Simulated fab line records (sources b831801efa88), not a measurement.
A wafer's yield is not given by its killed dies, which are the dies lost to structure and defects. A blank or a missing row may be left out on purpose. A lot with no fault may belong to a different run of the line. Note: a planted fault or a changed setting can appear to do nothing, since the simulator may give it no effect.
fab line records | flow sky130 | part 1 of 2: steps 1 to 34 of 48
record lots=5 | wafers=15 | last-day=50
route steps=708 shown VT_ADJUST_LVTN@97 VT_ADJUST_NCORE@119 VT_ADJUST_HVTR@131 VT_ADJUST_PCH@143
lots that met no fault: from a run of the same line without faults
start-h: start of the lot's first displayed wafer, in hours after the record's first day | wait-h: hours since the lot's step before | " the same as in the row above | L1.1+2: a single row standing in for several wafers | - either no value or no given start | * or withheld: withheld | < > ~ a bound
route shown NAME@n: a module of which the file shows steps, and the number in the route of the first | usual: the fault-free wafers' mean and standard deviation | same: alike in all rows | chamber/n: place in a boat | sites: per-site readings | _std_site: standard deviation of those values | _edge_site: the outer-site mean with the inner-site mean subtracted | radius-mm: for every site, how far away it sits from the centre of the wafer | mask NAME#n: copy n | behind: the tool/chamber that last shaped the wafer | hold: reason for holding the lot/hours on hold/outcome of the hold | device: whichever transistor did not switch (one of n, p or np) | end of line: tests run on the same wafers once the route is complete | a step without rows: its recipe alone | killed: dies lost to structure and defects at the first sort, not the wafer's yield | map: a wafer's dies, x killed, . not, _ none there
set.NAME: the setting that was run; set.NAME@STEP: the one run at that earlier step | model.NAME: the simulator's own value behind a step, which no gauge read
lots at selected steps of the route; one table per step, one row per wafer
services: the hour from which a tool's chamber was out of use, counted from the record's first day as start-h (under 0 if before that day), plus the number of hours and why
## steps
# step SKY_VT_ADJUST_LVTN_DEHYDRATE_00
# recipe temp-c=200 | time-s=60
lot.wafer  | tool           | chamber | start-h | wait-h
L078.2+3+4 | litho-track-03 | 0       | 174.45  | 9.3
L084.3+4+6 | litho-track-03 | 0       | 192.43  | 9.9
L090.1+4+6 | litho-track-03 | 0       | 233.78  | 10.8
L093.1+2+4 | litho-track-02 | 0       | 253.51  | 10.7
L096.3+4+6 | litho-track-02 | 0       | 272.86  | 11.6
# step SKY_VT_ADJUST_LVTN_HMDS_01
# recipe prime-time-s=60 | prime-temp-c=120
lot.wafer  | tool           | chamber | start-h | wait-h
L078.2+3+4 | litho-track-03 | 0       | 174.60  | 0.1
L084.3+4+6 | litho-track-03 | 0       | 192.58  | 0.1
L090.1+4+6 | litho-track-03 | 0       | 233.93  | 0.1
L093.1+2+4 | litho-track-02 | 0       | 253.66  | 0.1
L096.3+4+6 | litho-track-02 | 0       | 273.01  | 0.1
# step SKY_VT_ADJUST_LVTN_COAT_02
# recipe spin-rpm=2000 | resist-thk-nm=3000
lot.wafer  | tool           | chamber | start-h | wait-h
L078.2+3+4 | litho-track-03 | 0       | 174.75  | 0.1
L084.3+4+6 | litho-track-03 | 0       | 192.73  | 0.1
L090.1+4+6 | litho-track-03 | 0       | 234.08  | 0.1
L093.1+2+4 | litho-track-02 | 0       | 253.81  | 0.1
L096.3+4+6 | litho-track-02 | 0       | 273.16  | 0.1
# step SKY_VT_ADJUST_LVTN_SOFTBAKE_03
# recipe temp-c=110 | time-s=withheld
lot.wafer  | tool           | chamber | start-h | wait-h
L078.2+3+4 | litho-track-03 | 0       | 174.91  | 0.1
L084.3+4+6 | litho-track-03 | 0       | 192.90  | 0.1
L090.1+4+6 | litho-track-03 | 0       | 234.23  | 0.1
L093.1+2+4 | litho-track-02 | 0       | 253.96  | 0.1
L096.3+4+6 | litho-track-02 | 0       | 273.32  | 0.1
# step SKY_VT_ADJUST_LVTN_EXPOSE_04
# recipe mask-id=NWM_COMPLEMENT_LESS_NATIVE | na=0.6 | source-shape=conventional | sigma-outer=0.6 | polarization=unpolarized | target-cd-nm=840 | dose-mj=194
# same na=0.6
lot.wafer  | tool             | chamber | start-h | wait-h | mask
L078.2+3+4 | iline-stepper-01 | 0       | -       | -      | NWM_COMPLEMENT_LESS_NATIVE#0
L084.3+4+6 | iline-stepper-02 | 0       | -       | -      | NWM_COMPLEMENT_LESS_NATIVE#0
L090.1+4+6 | iline-stepper-02 | 0       | -       | -      | NWM_COMPLEMENT_LESS_NATIVE#0
L093.1+2+4 | iline-stepper-01 | 0       | -       | -      | NWM_COMPLEMENT_LESS_NATIVE#0
L096.3+4+6 | iline-stepper-02 | 0       | -       | -      | NWM_COMPLEMENT_LESS_NATIVE#0
# step SKY_VT_ADJUST_LVTN_PEB_05
# recipe temp-c=115 | time-s=withheld
lot.wafer  | tool           | chamber | start-h | wait-h
L078.2+3+4 | litho-track-03 | 0       | -       | -
L084.3+4+6 | litho-track-04 | 0       | -       | -
L090.1+4+6 | litho-track-02 | 0       | -       | -
L093.1+2+4 | litho-track-04 | 0       | -       | -
L096.3+4+6 | litho-track-03 | 0       | -       | -
# step SKY_VT_ADJUST_LVTN_DEVELOP_06
# recipe wall-angle-deg=90 | developer=TMAH | develop-time-s=60 | dev-temp-c=23
lot.wafer  | tool           | chamber | start-h | wait-h
L078.2+3+4 | litho-track-03 | 0       | -       | -
L084.3+4+6 | litho-track-04 | 0       | -       | -
L090.1+4+6 | litho-track-02 | 0       | -       | -
L093.1+2+4 | litho-track-04 | 0       | -       | -
L096.3+4+6 | litho-track-03 | 0       | -       | -
# step SKY_VT_ADJUST_LVTN_OVL_MEAS_07
# usual VT_ADJUST_LVTN_OVL=-0.4/1.3
lot.wafer | tool       | chamber | start-h | wait-h | VT_ADJUST_LVTN_OVL[nm]
L078.2    | overlay-02 | -       | 185.58  | -      | -1.7
L078.3    | "          | -       | "       | "      | 0.4
L078.4    | "          | -       | "       | "      | -1.2
L084.3    | overlay-01 | -       | 202.91  | -      | -0.4
L084.4    | "          | -       | "       | "      | 1.0
L084.6    | "          | -       | "       | "      | -0.4
L090.1    | overlay-02 | -       | 245.81  | -      | -1.0
L090.4    | "          | -       | "       | "      | -2.1
L090.6    | "          | -       | "       | "      | -0.7
L093.1    | overlay-02 | -       | 265.55  | -      | -1.0
L093.2    | "          | -       | "       | "      | -2.3
L093.4    | "          | -       | "       | "      | -2.3
L096.3    | overlay-02 | -       | 285.74  | -      | -1.2
L096.4    | "          | -       | "       | "      | -0.2
L096.6    | "          | -       | "       | "      | -0.5
# step SKY_VT_ADJUST_LVTN_IMPLANT_08
# recipe species=B | energy-kev=30 | dose-cm2=1.57e+12 | tilt-deg=withheld
# same implant-ion-amu=11
lot.wafer  | tool         | chamber | start-h | wait-h
L078.2+3+4 | implanter-04 | 0       | 185.64  | 0.0
L084.3+4+6 | implanter-04 | 0       | 202.98  | 0.1
L090.1+4+6 | implanter-01 | 0       | 245.84  | 0.0
L093.1+2+4 | implanter-02 | 0       | 265.58  | 0.0
L096.3+4+6 | implanter-02 | 0       | 285.81  | 0.1
# step SKY_VT_ADJUST_LVTN_STRIP_09
# recipe chemistry=O2/N2 | power-w=1400 | pressure-mtorr=1500 | platen-temp-c=withheld | o2-flow-sccm=3000 | n2-flow-sccm=300 | overash-fraction=0.5
# usual chamber-pressure-mTorr=1500.1/1.3 | drypump-motor-current-A=5.8/0.47 | oes-product-au=0.722/0.0045 | strip-time-to-endpoint-s=36.96/0.099
lot.wafer | tool            | chamber | start-h | wait-h | chamber-pressure-mTorr | drypump-motor-current-A | oes-product-au | rf-hours-counter-h | strip-time-to-endpoint-s
L078.2    | plasma-asher-03 | 0       | 185.76  | 0.1    | 1499.5                 | 6.0                     | 0.715          | 6                  | 36.94
L078.3    | "               | 0       | "       | "      | 1498.7                 | 6.0                     | 0.719          | -                  | 36.80
L078.4    | "               | 1       | "       | "      | 1502.0                 | 5.7                     | 0.722          | -                  | 36.96
L084.3    | plasma-asher-01 | 0       | 203.12  | 0.1    | 1501.1                 | 6.2                     | 0.719          | -                  | 36.96
L084.4    | "               | 1       | "       | "      | 1501.3                 | 6.3                     | 0.721          | -                  | 37.09
L084.6    | "               | 1       | "       | "      | 1500.9                 | 6.3                     | 0.717          | -                  | 36.94
L090.1    | plasma-asher-02 | 1       | 245.99  | 0.1    | 1498.9                 | 5.7                     | 0.718          | 54                 | 36.90
L090.4    | "               | 0       | "       | "      | 1500.6                 | 4.9                     | 0.722          | -                  | 37.02
L090.6    | "               | 1       | "       | "      | 1498.2                 | 5.7                     | 0.721          | -                  | 37.09
L093.1    | plasma-asher-03 | 1       | 265.73  | 0.1    | 1499.3                 | 5.7                     | 0.712          | 14                 | 36.90
L093.2    | "               | 0       | "       | "      | 1499.7                 | 6.0                     | 0.722          | 14                 | 36.87
L093.4    | "               | 0       | "       | "      | 1498.6                 | 6.0                     | 0.723          | -                  | 36.88
L096.3    | plasma-asher-03 | 1       | 285.95  | 0.1    | 1500.3                 | 5.7                     | 0.723          | -                  | 36.92
L096.4    | "               | 0       | "       | "      | 1497.6                 | 6.0                     | 0.726          | -                  | 36.91
L096.6    | "               | 1       | "       | "      | 1500.0                 | 5.7                     | 0.722          | -                  | 36.84
# step SKY_VT_ADJUST_LVTN_TW_MEAS_10
# usual VT_ADJUST_LVTN_TW=242.2/1.7
lot.wafer | tool          | chamber | start-h | wait-h | VT_ADJUST_LVTN_TW
L078.2    | film-metro-01 | -       | 185.89  | 0.1    | 242.4
L078.3    | "             | -       | "       | "      | 243.1
L078.4    | "             | -       | "       | "      | 244.6
L084.3    | film-metro-02 | -       | 203.20  | 0.1    | 240.4
L084.4    | "             | -       | "       | "      | 240.6
L084.6    | "             | -       | "       | "      | 239.8
L090.1    | film-metro-01 | -       | 246.09  | 0.1    | 245.4
L090.4    | "             | -       | "       | "      | 244.3
L090.6    | "             | -       | "       | "      | 242.3
L093.1    | film-metro-04 | -       | 265.83  | 0.1    | 243.1
L093.2    | "             | -       | "       | "      | 241.7
L093.4    | "             | -       | "       | "      | 243.7
L096.3    | film-metro-04 | -       | 286.03  | 0.1    | 243.0
L096.4    | "             | -       | "       | "      | 243.2
L096.6    | "             | -       | "       | "      | 243.6
# step SKY_VT_ADJUST_LVTN_DEHYDRATE_11
# recipe temp-c=200 | time-s=60
lot.wafer  | tool           | chamber | start-h | wait-h
L078.2+3+4 | litho-track-03 | 0       | 195.65  | 9.8
L084.3+4+6 | litho-track-04 | 0       | 213.70  | 10.5
L090.1+4+6 | litho-track-04 | 0       | 257.15  | 11.0
L093.1+2+4 | litho-track-04 | 0       | 277.65  | 11.8
L096.3+4+6 | litho-track-04 | 0       | 298.15  | 12.1
# step SKY_VT_ADJUST_LVTN_HMDS_12
# recipe prime-time-s=60 | prime-temp-c=120
lot.wafer  | tool           | chamber | start-h | wait-h
L078.2+3+4 | litho-track-03 | 0       | 195.80  | 0.1
L084.3+4+6 | litho-track-04 | 0       | 213.85  | 0.1
L090.1+4+6 | litho-track-04 | 0       | 257.30  | 0.1
L093.1+2+4 | litho-track-04 | 0       | 277.80  | 0.1
L096.3+4+6 | litho-track-04 | 0       | 298.30  | 0.1
# step SKY_VT_ADJUST_LVTN_COAT_13
# recipe resist=NOVOLAK | spin-rpm=3000 | resist-thk-nm=1140
lot.wafer  | tool           | chamber | start-h | wait-h
L078.2+3+4 | litho-track-03 | 0       | 195.95  | 0.1
L084.3+4+6 | litho-track-04 | 0       | 214.00  | 0.1
L090.1+4+6 | litho-track-04 | 0       | 257.45  | 0.1
L093.1+2+4 | litho-track-04 | 0       | 277.95  | 0.1
L096.3+4+6 | litho-track-04 | 0       | 298.45  | 0.1
# step SKY_VT_ADJUST_LVTN_SOFTBAKE_14
# recipe temp-c=90 | time-s=60 | resist=NOVOLAK
lot.wafer  | tool           | chamber | start-h | wait-h
L078.2+3+4 | litho-track-03 | 0       | 196.10  | 0.1
L084.3+4+6 | litho-track-04 | 0       | 214.15  | 0.1
L090.1+4+6 | litho-track-04 | 0       | 257.60  | 0.1
L093.1+2+4 | litho-track-04 | 0       | 278.10  | 0.1
L096.3+4+6 | litho-track-04 | 0       | 298.60  | 0.1
# step SKY_VT_ADJUST_LVTN_EXPOSE_15
# recipe mask-id=HVN_STD_DERIVED | na=0.6 | source-shape=conventional | sigma-outer=0.6 | polarization=unpolarized | target-cd-nm=600 | dose-mj=163
# same na=0.6
lot.wafer  | tool             | chamber | start-h | wait-h | mask
L078.2+3+4 | iline-stepper-02 | 0       | -       | -      | HVN_STD_DERIVED#0
L084.3+4+6 | iline-stepper-01 | 0       | -       | -      | HVN_STD_DERIVED#0
L090.1+4+6 | iline-stepper-01 | 0       | -       | -      | HVN_STD_DERIVED#0
L093.1+2+4 | iline-stepper-02 | 0       | -       | -      | HVN_STD_DERIVED#0
L096.3+4+6 | iline-stepper-01 | 0       | -       | -      | HVN_STD_DERIVED#0
# step SKY_VT_ADJUST_LVTN_PEB_16
# recipe temp-c=withheld | time-s=* | resist=NOVOLAK
lot.wafer  | tool           | chamber | start-h | wait-h
L078.2+3+4 | litho-track-04 | 0       | -       | -
L084.3+4+6 | litho-track-03 | 0       | -       | -
L090.1+4+6 | litho-track-04 | 0       | -       | -
L093.1+2+4 | litho-track-04 | 0       | -       | -
L096.3+4+6 | litho-track-02 | 0       | -       | -
# step SKY_VT_ADJUST_LVTN_DEVELOP_17
# recipe resist=NOVOLAK | developer=TMAH | develop-time-s=60 | dev-temp-c=23
lot.wafer  | tool           | chamber | start-h | wait-h
L078.2+3+4 | litho-track-04 | 0       | 206.62  | 0.1
L084.3+4+6 | litho-track-03 | 0       | 225.18  | 0.1
L090.1+4+6 | litho-track-04 | 0       | 269.40  | 0.1
L093.1+2+4 | litho-track-04 | 0       | 290.75  | 0.1
L096.3+4+6 | litho-track-02 | 0       | 311.81  | 0.1
# step SKY_VT_ADJUST_LVTN_OVL_MEAS_18
# usual VT_ADJUST_LVTN_01_OVL=0.3/1.4
lot.wafer | tool       | chamber | start-h | wait-h | VT_ADJUST_LVTN_01_OVL[nm]
L078.2    | overlay-02 | -       | 206.75  | 0.1    | -1.4
L078.3    | "          | -       | "       | "      | -0.3
L078.4    | "          | -       | "       | "      | 2.8
L084.3    | overlay-02 | -       | 225.29  | 0.1    | 2.4
L084.4    | "          | -       | "       | "      | 2.9
L084.6    | "          | -       | "       | "      | 1.2
L090.1    | overlay-01 | -       | 269.55  | 0.1    | 1.4
L090.4    | "          | -       | "       | "      | -1.1
L090.6    | "          | -       | "       | "      | 2.5
L093.1    | overlay-02 | -       | 290.90  | 0.1    | -1.1
L093.2    | "          | -       | "       | "      | -1.6
L093.4    | "          | -       | "       | "      | -0.8
L096.3    | overlay-01 | -       | 311.92  | 0.1    | 0.5
L096.4    | "          | -       | "       | "      | -0.4
L096.6    | "          | -       | "       | "      | 0.5
# step SKY_VT_ADJUST_LVTN_IMPLANT_19
# recipe species=B | energy-kev=30 | dose-cm2=6.5e+11 | tilt-deg=withheld
# same implant-ion-amu=11
lot.wafer  | tool         | chamber | start-h | wait-h
L078.2+3+4 | implanter-04 | 0       | 206.81  | 0.0
L084.3+4+6 | implanter-04 | 0       | 225.36  | 0.1
L090.1+4+6 | implanter-04 | 0       | 269.58  | 0.0
L093.1+2+4 | implanter-01 | 0       | 290.93  | 0.0
L096.3+4+6 | implanter-02 | 0       | 311.99  | 0.1
# step SKY_VT_ADJUST_LVTN_STRIP_20
# recipe chemistry=O2/N2 | power-w=1400 | pressure-mtorr=1500 | platen-temp-c=withheld | o2-flow-sccm=3000 | n2-flow-sccm=300 | overash-fraction=0.5
# usual chamber-pressure-mTorr=1500.1/1.4 | drypump-motor-current-A=5.9/0.44 | oes-product-au=0.716/0.0048 | strip-time-to-endpoint-s=14.18/0.036
lot.wafer | tool            | chamber | start-h | wait-h | chamber-pressure-mTorr | drypump-motor-current-A | oes-product-au | rf-hours-counter-h | strip-time-to-endpoint-s
L078.2    | plasma-asher-01 | 1       | 206.93  | 0.1    | 1499.9                 | 6.3                     | 0.717          | 41                 | 14.23
L078.3    | "               | 1       | "       | "      | 1502.2                 | 6.3                     | 0.720          | -                  | 14.23
L078.4    | "               | 0       | "       | "      | 1499.8                 | 6.2                     | 0.709          | -                  | 14.21
L084.3    | plasma-asher-02 | 0       | 225.50  | 0.1    | 1502.7                 | 4.8                     | 0.716          | -                  | 14.15
L084.4    | "               | 1       | "       | "      | 1501.6                 | 5.7                     | 0.711          | -                  | 14.16
L084.6    | "               | 1       | "       | "      | 1499.9                 | 5.7                     | 0.708          | -                  | 14.18
L090.1    | plasma-asher-02 | 0       | 269.73  | 0.1    | 1499.1                 | 4.9                     | 0.718          | 56                 | 14.19
L090.4    | "               | 0       | "       | "      | 1501.2                 | 4.8                     | 0.722          | -                  | 14.19
L090.6    | "               | 0       | "       | "      | 1498.8                 | 4.8                     | 0.722          | -                  | 14.19
L093.1    | plasma-asher-01 | 0       | 291.08  | 0.1    | 1499.8                 | 6.2                     | 0.712          | 49                 | 14.13
L093.2    | "               | 1       | "       | "      | 1500.9                 | 6.3                     | 0.716          | 49                 | 14.10
L093.4    | "               | 0       | "       | "      | 1502.6                 | 6.2                     | 0.712          | -                  | 14.13
L096.3    | plasma-asher-01 | 0       | 312.13  | 0.1    | 1501.8                 | 6.2                     | 0.717          | -                  | 14.14
L096.4    | "               | 1       | "       | "      | 1499.4                 | 6.3                     | 0.716          | -                  | 14.12
L096.6    | "               | 0       | "       | "      | 1500.4                 | 6.2                     | 0.713          | -                  | 14.12
# step SKY_VT_ADJUST_LVTN_TW_MEAS_21
# usual VT_ADJUST_LVTN_2_TW=188.8/1.3
lot.wafer | tool          | chamber | start-h | wait-h | VT_ADJUST_LVTN_2_TW
L078.2    | film-metro-01 | -       | 207.04  | 0.1    | 190.9
L078.3    | "             | -       | "       | "      | 190.4
L078.4    | "             | -       | "       | "      | 191.7
L084.3    | film-metro-01 | -       | 225.58  | 0.1    | 190.6
L084.4    | "             | -       | "       | "      | 189.5
L084.6    | "             | -       | "       | "      | 189.4
L090.1    | film-metro-02 | -       | 269.83  | 0.1    | 186.7
L090.4    | "             | -       | "       | "      | 186.9
L090.6    | "             | -       | "       | "      | 185.4
L093.1    | film-metro-02 | -       | 291.18  | 0.1    | 188.0
L093.2    | "             | -       | "       | "      | 187.3
L093.4    | "             | -       | "       | "      | 187.7
L096.3    | film-metro-04 | -       | 312.21  | 0.1    | 189.6
L096.4    | "             | -       | "       | "      | 190.7
L096.6    | "             | -       | "       | "      | 190.0
# step SKY_VT_ADJUST_NCORE_DEHYDRATE_00
# recipe temp-c=200 | time-s=60
lot.wafer  | tool           | chamber | start-h | wait-h
L078.2+3+4 | litho-track-02 | 0       | 217.18  | 10.1
L084.3+4+6 | litho-track-02 | 0       | 236.61  | 11.0
L090.1+4+6 | litho-track-01 | 0       | 281.29  | 11.4
L093.1+2+4 | litho-track-03 | 0       | 303.48  | 12.3
L096.3+4+6 | litho-track-03 | 0       | 324.78  | 12.6
# step SKY_VT_ADJUST_NCORE_HMDS_01
# recipe prime-time-s=60 | prime-temp-c=120
lot.wafer  | tool           | chamber | start-h | wait-h
L078.2+3+4 | litho-track-02 | 0       | 217.33  | 0.1
L084.3+4+6 | litho-track-02 | 0       | 236.76  | 0.1
L090.1+4+6 | litho-track-01 | 0       | 281.44  | 0.1
L093.1+2+4 | litho-track-03 | 0       | 303.63  | 0.1
L096.3+4+6 | litho-track-03 | 0       | 324.93  | 0.1
# step SKY_VT_ADJUST_NCORE_COAT_02
# recipe resist=NOVOLAK | spin-rpm=3000 | resist-thk-nm=1140
lot.wafer  | tool           | chamber | start-h | wait-h
L078.2+3+4 | litho-track-02 | 0       | 217.48  | 0.1
L084.3+4+6 | litho-track-02 | 0       | 236.91  | 0.1
L090.1+4+6 | litho-track-01 | 0       | 281.59  | 0.1
L093.1+2+4 | litho-track-03 | 0       | 303.78  | 0.1
L096.3+4+6 | litho-track-03 | 0       | 325.08  | 0.1
# step SKY_VT_ADJUST_NCORE_SOFTBAKE_03
# recipe temp-c=90 | time-s=60 | resist=NOVOLAK
lot.wafer  | tool           | chamber | start-h | wait-h
L078.2+3+4 | litho-track-02 | 0       | 217.63  | 0.1
L084.3+4+6 | litho-track-02 | 0       | 237.06  | 0.1
L090.1+4+6 | litho-track-01 | 0       | 281.74  | 0.1
L093.1+2+4 | litho-track-03 | 0       | 303.93  | 0.1
L096.3+4+6 | litho-track-03 | 0       | 325.23  | 0.1
# step SKY_VT_ADJUST_NCORE_EXPOSE_04
# recipe mask-id=LVTN_COMPLEMENT_THIN | na=0.6 | source-shape=conventional | sigma-outer=0.6 | polarization=unpolarized | target-cd-nm=380 | dose-mj=139
# same na=0.6
lot.wafer  | tool             | chamber | start-h | wait-h | mask
L078.2+3+4 | iline-stepper-02 | 0       | -       | -      | LVTN_COMPLEMENT_THIN#0
L084.3+4+6 | iline-stepper-01 | 0       | -       | -      | LVTN_COMPLEMENT_THIN#0
L090.1+4+6 | iline-stepper-01 | 0       | -       | -      | LVTN_COMPLEMENT_THIN#0
L093.1+2+4 | iline-stepper-02 | 0       | -       | -      | LVTN_COMPLEMENT_THIN#0
L096.3+4+6 | iline-stepper-01 | 0       | -       | -      | LVTN_COMPLEMENT_THIN#0
# step SKY_VT_ADJUST_NCORE_PEB_05
# recipe temp-c=withheld | time-s=* | resist=NOVOLAK
lot.wafer  | tool           | chamber | start-h | wait-h
L078.2+3+4 | litho-track-03 | 0       | -       | -
L084.3+4+6 | litho-track-02 | 0       | -       | -
L090.1+4+6 | litho-track-02 | 0       | -       | -
L093.1+2+4 | litho-track-03 | 0       | -       | -
L096.3+4+6 | litho-track-01 | 0       | -       | -
# step SKY_VT_ADJUST_NCORE_DEVELOP_06
# recipe resist=NOVOLAK | developer=TMAH | develop-time-s=60 | dev-temp-c=23
lot.wafer  | tool           | chamber | start-h | wait-h
L078.2+3+4 | litho-track-03 | 0       | 229.05  | 0.1
L084.3+4+6 | litho-track-02 | 0       | 248.76  | 0.1
L090.1+4+6 | litho-track-02 | 0       | 294.01  | 0.1
L093.1+2+4 | litho-track-03 | 0       | 316.83  | 0.1
L096.3+4+6 | litho-track-01 | 0       | 338.59  | 0.1
# step SKY_VT_ADJUST_NCORE_CD_MEAS_07
# recipe target-cd-nm=380
# usual cd-nm=380.4/2.5
lot.wafer | tool      | chamber | start-h | wait-h | cd-nm
L078.2    | cd-sem-02 | -       | 229.20  | 0.1    | 384.0
L078.3    | "         | -       | "       | "      | 384.5
L078.4    | "         | -       | "       | "      | 383.9
L084.3    | cd-sem-01 | -       | 248.90  | 0.1    | 381.9
L084.4    | "         | -       | "       | "      | 381.9
L084.6    | "         | -       | "       | "      | 382.9
L090.1    | cd-sem-01 | -       | 294.16  | 0.1    | 377.4
L090.4    | "         | -       | "       | "      | 378.8
L090.6    | "         | -       | "       | "      | 376.1
L093.1    | cd-sem-01 | -       | 316.98  | 0.1    | 378.3
L093.2    | "         | -       | "       | "      | 379.8
L093.4    | "         | -       | "       | "      | 378.4
L096.3    | cd-sem-02 | -       | 338.73  | 0.1    | 379.8
L096.4    | "         | -       | "       | "      | 381.2
L096.6    | "         | -       | "       | "      | 381.6
# step SKY_VT_ADJUST_NCORE_OVL_MEAS_08
# usual VT_ADJUST_NCORE_OVL=0.2/1.7
lot.wafer | tool       | chamber | start-h | wait-h | VT_ADJUST_NCORE_OVL[nm]
L078.2    | overlay-02 | -       | 229.30  | 0.1    | -3.4
L078.3    | "          | -       | "       | "      | -2.3
L078.4    | "          | -       | "       | "      | -1.7
L084.3    | overlay-01 | -       | 248.99  | 0.1    | 0.6
L084.4    | "          | -       | "       | "      | -0.3
L084.6    | "          | -       | "       | "      | -0.2
L090.1    | overlay-02 | -       | 294.28  | 0.1    | -0.9
L090.4    | "          | -       | "       | "      | -0.1
L090.6    | "          | -       | "       | "      | -0.5
L093.1    | overlay-02 | -       | 317.10  | 0.1    | -0.5
L093.2    | "          | -       | "       | "      | -2.2
L093.4    | "          | -       | "       | "      | 1.4
L096.3    | overlay-01 | -       | 338.82  | 0.1    | 1.6
L096.4    | "          | -       | "       | "      | -0.7
L096.6    | "          | -       | "       | "      | 1.7
# step SKY_VT_ADJUST_NCORE_IMPLANT_09
# recipe species=B | energy-kev=10 | dose-cm2=2.4e+12 | tilt-deg=withheld
# same implant-ion-amu=11
lot.wafer  | tool         | chamber | start-h | wait-h
L078.2+3+4 | implanter-04 | 0       | 229.36  | 0.0
L084.3+4+6 | implanter-02 | 0       | 249.06  | 0.1
L090.1+4+6 | implanter-02 | 0       | 294.31  | 0.0
L093.1+2+4 | implanter-03 | 0       | 317.13  | 0.0
L096.3+4+6 | implanter-02 | 0       | 338.89  | 0.1
# step SKY_VT_ADJUST_NCORE_STRIP_10
# recipe chemistry=O2/N2 | power-w=1400 | pressure-mtorr=1500 | platen-temp-c=withheld | o2-flow-sccm=3000 | n2-flow-sccm=300 | overash-fraction=0.5
# usual chamber-pressure-mTorr=1500.1/1.3 | drypump-motor-current-A=5.5/0.37 | oes-product-au=0.716/0.0048 | strip-time-to-endpoint-s=14.20/0.04
lot.wafer | tool            | chamber | start-h | wait-h | chamber-pressure-mTorr | drypump-motor-current-A | oes-product-au | rf-hours-counter-h | strip-time-to-endpoint-s
L078.2    | plasma-asher-02 | 1       | 229.48  | 0.1    | 1499.9                 | 5.7                     | 0.713          | 53                 | 14.30
L078.3    | "               | 0       | "       | "      | 1498.5                 | 4.8                     | 0.718          | -                  | 14.22
L078.4    | "               | 1       | "       | "      | 1499.6                 | 5.7                     | 0.708          | -                  | 14.26
L084.3    | plasma-asher-02 | 0       | 249.20  | 0.1    | 1500.2                 | 4.8                     | 0.713          | -                  | 14.23
L084.4    | "               | 1       | "       | "      | 1496.9                 | 5.7                     | 0.718          | -                  | 14.23
L084.6    | "               | 1       | "       | "      | 1500.8                 | 5.7                     | 0.722          | -                  | 14.25
L090.1    | plasma-asher-03 | 0       | 294.46  | 0.1    | 1500.9                 | 6.0                     | 0.716          | 17                 | 14.18
L090.4    | "               | 0       | "       | "      | 1497.6                 | 6.0                     | 0.717          | -                  | 14.21
L090.6    | "               | 1       | "       | "      | 1500.4                 | 5.7                     | 0.711          | -                  | 14.17
L093.1    | plasma-asher-02 | 1       | 317.28  | 0.1    | 1500.8                 | 5.7                     | 0.708          | 61                 | 14.19
L093.2    | "               | 0       | "       | "      | 1499.4                 | 4.9                     | 0.718          | 61                 | 14.19
L093.4    | "               | 1       | "       | "      | 1502.2                 | 5.7                     | 0.712          | -                  | 14.18
L096.3    | plasma-asher-02 | 1       | 339.03  | 0.1    | 1502.7                 | 5.7                     | 0.706          | -                  | 14.17
L096.4    | "               | 0       | "       | "      | 1500.0                 | 4.9                     | 0.708          | -                  | 14.15
L096.6    | "               | 0       | "       | "      | 1500.7                 | 4.9                     | 0.714          | -                  | 14.16
# step SKY_VT_ADJUST_NCORE_TW_MEAS_11
# usual VT_ADJUST_NCORE_TW=219.1/1.7
lot.wafer | tool          | chamber | start-h | wait-h | VT_ADJUST_NCORE_TW
L078.2    | film-metro-01 | -       | 229.59  | 0.1    | 221.9
L078.3    | "             | -       | "       | "      | 221.1
L078.4    | "             | -       | "       | "      | 222.1
L084.3    | film-metro-01 | -       | 249.28  | 0.1    | 221.2
L084.4    | "             | -       | "       | "      | 222.2
L084.6    | "             | -       | "       | "      | 220.4
L090.1    | film-metro-02 | -       | 294.56  | 0.1    | 219.1
L090.4    | "             | -       | "       | "      | 217.8
L090.6    | "             | -       | "       | "      | 218.9
L093.1    | film-metro-03 | -       | 317.38  | 0.1    | 218.7
L093.2    | "             | -       | "       | "      | 218.5
L093.4    | "             | -       | "       | "      | 217.2
L096.3    | film-metro-03 | -       | 339.11  | 0.1    | 218.9
L096.4    | "             | -       | "       | "      | 218.5
L096.6    | "             | -       | "       | "      | 218.8
